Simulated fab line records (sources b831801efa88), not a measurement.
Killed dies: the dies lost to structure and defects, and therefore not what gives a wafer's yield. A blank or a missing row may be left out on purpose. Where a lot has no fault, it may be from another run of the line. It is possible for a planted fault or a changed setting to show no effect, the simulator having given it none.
Comparing a struck lot with a sound one / flow sky130 / 15 out of 708 route steps
Sound: the wafers L692.4, L692.5, L692.6. The struck wafers were L685.3, L685.4, L685.5. Last of all comes the cause.
Per side, at each step with rows, come the tool, then ch with its chambers, and then its first start. Under that, the readings that differ: sound wafers / struck wafers / difference of the means / sigmas: that difference in standard deviations of wafers without a fault.
alike: a reading whose means differ by less than 2 such deviations, as well as words and numbers matching on both sides. not compared: withheld readings; readings where some wafer has no value; bounds like >300 that might hide an equal value; numbers whose values overlap and for which the record gives no deviation.
Wherever a step has rows on one side only, a row that says differs or no value, or a row with sigmas, the two part there. When numbers do not overlap yet have no deviation, they are printed without sigmas and do not part them. A reading missing from all wafers of one side parts the sides only when that side holds two or more wafers.

SKY_LOCAL_INTERCONNECT_CD_MEAS_11 targets a cd of 170 nm.
  sound on cdSem-02 at day 37 18:22; struck on cdSem-02 at day 34 17:40
  alike: cdNm
SKY_LOCAL_INTERCONNECT_OVL_MEAS_12:
  sound on overlay-02 at day 37 18:26; struck on overlay-02 at day 34 17:46
  alike: LOCAL_INTERCONNECT_OVL
SKY_LOCAL_INTERCONNECT_ETCH_13: etches BARC in N2/H2, stops on SiO2, time 45.9 s, target depth 60 nm.
  sound on rieMetal-01 ch 0,1, day 37 18:29; struck on rieMetal-01 ch 0,1, day 34 17:49
  alike: drypumpMotorCurrentA, oesProductAu, throttleValvePct
  not compared: rfHoursCounterH
SKY_LOCAL_INTERCONNECT_METAL_ETCH_14: etches TiN in Cl2/BCl3, stops on PSG, target depth 110 nm, time 31.4 s.
  sound on rieMetal-01 ch 0,1, day 37 18:32; struck on rieMetal-01 ch 0,1, day 34 17:53
  alike: bcl3FlowSccm, drypumpMotorCurrentA, oesProductAu, throttleValvePct
  not compared: rfHoursCounterH
SKY_LOCAL_INTERCONNECT_STRIP_15: strips in O2/N2.
  sound on plasmaAsher-01 ch 0,1, day 37 18:37; struck on plasmaAsher-01 ch 0,1, day 34 17:58
  alike: drypumpMotorCurrentA, oesProductAu, stripTimeToEndpointS
  not compared: rfHoursCounterH
then, 3 steps without rows for these wafers: SKY_LOCAL_INTERCONNECT_STRIP_16 (strips in post etch residue remover, time 1200 s); SKY_LOCAL_INTERCONNECT_CLEAN_17 (cleans in IPA, time 180 s); SKY_LOCAL_INTERCONNECT_CLEAN_18 (cleans in O3/DIW).
SKY_CONTACT_CVD_00: deposits Si3N4, target thk 75 nm.
  sound on pecvd-01 ch 0,1,2, day 37 19:11; struck on pecvd-04 ch 0,1, day 34 18:34
  alike: heaterPowerOuterW, heaterPowerW
SKY_CONTACT_THK_MEAS_01:
  sound on filmMetro-03 at day 37 19:14; struck on filmMetro-03 at day 34 18:37
  alike: CONTACT_CVD_00_THK
then, 1 step without rows for these wafers: SKY_CONTACT_HDPCVD_02 (deposits SiO2, target thk 565 nm, time 94.2 s).
SKY_CONTACT_THK_MEAS_03:
  sound on filmMetro-02 at day 37 19:22; struck on filmMetro-01 at day 34 18:45
  alike: CONTACT_HDPCVD_THK
SKY_CONTACT_CMP_04: polishes SiO2.
  sound on cmp-01 ch 1,2,3, day 37 19:42; struck on cmp-02 ch 0,2,3, day 34 18:47
reading=headPressurePsi (psi); sound=4.011 4.010 3.997; struck=3.500 3.517 3.496; difference=-0.502; sigmas=-53
reading=timeToEndpointS (s); sound=86 83 78; struck=97 99 95; difference=+15; sigmas=+3
  alike: motorCurrentA, slurryFlowMlMin
SKY_CONTACT_BOW_MEAS_05:
  sound on filmMetro-02 at day 37 19:55; struck on filmMetro-03 at day 34 19:08
  alike: CONTACT_BOW
-- the record jumps here: 14 days lie between the struck wafers' starts before and after (it left off in module CONTACT and takes up again in module PAD_OPEN, whose first step shown is number 708 of the route) --
SKY_PAD_OPEN_PROBE_99:
  sound on prober-01 at day 51 07:16; struck on prober-02 at day 49 04:19
  alike: killed_at_M0_to_M3, killed_at_M4_up, killedAtContacts, killedAtFrontEnd, killedAtOther, killedDies, killedOpen, killedShort

WHERE THEY PART
Only at SKY_CONTACT_CMP_04, within this record. Later steps at which nothing parts them and some readings are alike: SKY_CONTACT_BOW_MEAS_05, SKY_PAD_OPEN_PROBE_99.

WHY: the cause the simulator had injected
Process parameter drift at SKY_CONTACT_CMP_04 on cmp-02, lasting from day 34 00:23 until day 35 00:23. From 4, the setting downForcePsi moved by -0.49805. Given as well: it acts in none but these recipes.
